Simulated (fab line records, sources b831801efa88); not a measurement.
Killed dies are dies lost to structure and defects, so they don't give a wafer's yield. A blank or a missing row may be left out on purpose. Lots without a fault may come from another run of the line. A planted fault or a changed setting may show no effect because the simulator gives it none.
Which tool did it? | flow sky130 | 7 lots, 21 wafers sampled, at 3 steps of a route of 708

WHAT THE GAUGES READ, wafer by wafer
SKY_METAL1_THK_MEAS_06: measures by xrf.
lot  | measured     | on            | METAL1_ALCU_THK (nm)
L414 | day 32 09:20 | film_metro-04 | 260 258 257
L417 | day 33 16:57 | film_metro-01 | 268 265 266
L428 | day 37 03:22 | film_metro-01 | 264 266 263
L431 | day 38 11:41 | film_metro-04 | 261 263 264
L432 | day 38 14:53 | film_metro-03 | 262 260 258

WHICH TOOL RAN EACH LOT (tool, then ch and the chambers of the sampled wafers, then the start)
lot  | SKY_FIELD_ISO_CVD_24            | SKY_CONTACT_STRIP_19
L414 | hdpcvd-02 ch 0,1,2, day 2 19:25 | plasma_asher-01 ch 0,1, day 32 07:47
L417 | hdpcvd-02 ch 0,1,2, day 3 11:32 | plasma_asher-01 ch 0,1, day 33 15:28
L420 | hdpcvd-01 ch 0,1,2, day 4 01:10 | -
L422 | hdpcvd-02 ch 0,1, day 4 11:32   | -
L428 | hdpcvd-02 ch 0,1,2, day 5 18:46 | plasma_asher-02 ch 0,1, day 37 01:52
L431 | hdpcvd-02 ch 0,1, day 6 15:14   | plasma_asher-02 ch 0,1, day 38 09:46
L432 | hdpcvd-01 ch 0,1, day 6 22:03   | plasma_asher-01 ch 0,1, day 38 13:19
- SKY_FIELD_ISO_CVD_24: deposits SiO2, target thk 595 nm, time 99.2 s.
- SKY_CONTACT_STRIP_19: strips in O2/N2.

THE ANSWER, worked out from the rows above alone
Rule: what is usual is taken from the lots themselves. Put in order of their means at a reading, lots are off if they are a third of the lots or fewer, leave a main group of 4 or more, and stand apart from it by a gap of 3 or more times the standard deviation of the main group's means; of several such gaps the widest counts. A main group whose means are all the same, to the digits that the tables above print for the reading, isn't used. A lot without any number at a reading at which 4 lots or more have one is off too. The other lots that the step has rows for count as sound.
No lot is off at any reading shown: from this, nothing can be told.

WHAT THE SIMULATOR HAD PUT IN
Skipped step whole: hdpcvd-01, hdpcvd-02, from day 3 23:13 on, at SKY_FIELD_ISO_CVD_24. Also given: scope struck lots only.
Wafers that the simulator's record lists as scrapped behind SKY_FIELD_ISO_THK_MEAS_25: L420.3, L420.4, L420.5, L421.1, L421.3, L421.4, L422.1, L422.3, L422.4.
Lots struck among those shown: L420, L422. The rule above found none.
